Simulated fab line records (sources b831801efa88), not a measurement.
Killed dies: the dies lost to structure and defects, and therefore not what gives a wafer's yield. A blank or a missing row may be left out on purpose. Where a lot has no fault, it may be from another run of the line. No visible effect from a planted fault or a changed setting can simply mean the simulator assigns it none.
Comparing a struck lot with a sound one / flow gf180mcu / 17 steps out of a route of 602
Sound: the wafers L426.1, L426.2, L426.6. Struck: wafer L418.4 (left out: L418.3, L418.5 of the same lot, which were not struck); the cause appears at the end.
Each step with rows lists, per side, the tool, then ch with its chambers, then its first start. Under that, the readings that differ: sound wafers / struck wafers / difference of the means / sigmas: that difference in standard deviations of wafers without a fault.
alike: readings with means less than 2 such deviations apart, plus words and numbers identical on both sides. not compared: withheld readings, readings lacking a value on some wafer, bounds such as >300 that could conceal the same value, and numbers that have no deviation in the record and whose values overlap.
The two part at a step that has a row with sigmas, a row that says differs or no value, or rows on one side only. Numbers that don't overlap but have no deviation are shown without sigmas and don't part them. Lack of a reading on every wafer of one side parts them only where that side has two or more wafers.

first, 3 steps without rows for these wafers: GF_V3_EXPOSE_11 (exposes mask Via3, target cd 260 nm); GF_V3_PEB_12 (peb time 90 s); GF_V3_DEVELOP_13 (develop time 60 s).
GF_V3_CD_MEAS_14 targets a cd of 260 nm.
  sound: cdSem-02 at day 27 17:12; struck: cdSem-02 at day 25 09:26
  alike: cdNm
GF_V3_OVL_MEAS_15:
  sound: overlay-02 at day 27 17:19; struck: overlay-02 at day 25 09:32
  alike: V3_OVL
GF_V3_ETCH_16: etches BARC in N2/H2.
  sound on rieDiel-03 ch 0,1,3, day 27 17:22; struck on rieDiel-03 ch 3, day 25 09:34
  alike: drypumpMotorCurrentA, oesProductAu, throttleValvePct
GF_V3_ETCH_17: etches SiO2 in C4F8/O2/Ar, stops on TiN, target depth 635 nm.
  sound: rieDiel-03 ch 0,1,3; struck: rieDiel-03 ch 3
  alike: oesProductAu
GF_V3_STRIP_18: strips in O2/N2.
  sound on plasmaAsher-01 ch 0,1, day 27 17:29; struck on plasmaAsher-03 ch 1, day 25 09:43
  alike: drypumpMotorCurrentA, heaterPowerW, oesProductAu
  not compared: rfHoursCounterH
then, 2 steps without rows for these wafers: GF_V3_STRIP_19 (strips in post etch residue remover, time 1200 s); GF_V3_CLEAN_20 (cleans in DIW).
GF_V3_SPUTTER_21: material Ti, target thk 15 nm, time 80.02 s.
  sound: pvdSputter-03 at day 27 18:01; struck: pvdSputter-03 at day 25 10:15
  alike: throttleValvePct
then, 1 step without rows for these wafers: GF_V3_SPUTTER_22 (material TiN, target thk 10 nm, time 40 s).
GF_V3_CVD_23: deposits W, target thk 350 nm, time 104.9 s.
  sound on cvdW-02 ch 0,1, day 27 18:07; struck on cvdW-02 ch 0, day 25 10:23
reading=model.W_of_V3_CVD_23.thkNm (nm); sound=354.8 349.6 354; struck=293.4; difference=-59.4; sigmas=
  alike: heaterPowerW
GF_V3_RS_MEAS_24: measures by four-point-probe.
  sound: filmMetro-02 at day 27 18:14; struck: filmMetro-01 at day 25 10:30
reading=V3_W_RS (ohm/sq); sound=0.322 0.328 0.323; struck=0.392; difference=+0.068; sigmas=+14
GF_V3_THK_MEAS_25: measures by xrf.
  sound: filmMetro-02 at day 27 18:21; struck: filmMetro-01 at day 25 10:36
reading=V3_W_THK (nm); sound=370 365 368; struck=293; difference=-75; sigmas=-9
GF_V3_CMP_26: polishes, stops on SiO2, t overpolish 15 s, target thk 0 nm.
  sound on cmp-01 ch 0,3, day 27 18:25; struck on cmp-02 ch 0, day 25 10:51
reading=timeToEndpointS (s); sound=91 92 92; struck=78; difference=-14; sigmas=-4
  alike: motorCurrentA, slurryFilterDpKPa
GF_M4_SPUTTER_00: material Ti, target thk 37.5 nm, time 150 s.
  sound: pvdSputter-02 at day 27 18:43; struck: pvdSputter-02 at day 25 11:09
  alike: throttleValvePct

WHERE THEY PART
First at GF_V3_RS_MEAS_24; last, within this record, at GF_V3_CMP_26. Later steps at which nothing parts them and some readings are alike: GF_M4_SPUTTER_00.

WHY: what had been put in by the simulator
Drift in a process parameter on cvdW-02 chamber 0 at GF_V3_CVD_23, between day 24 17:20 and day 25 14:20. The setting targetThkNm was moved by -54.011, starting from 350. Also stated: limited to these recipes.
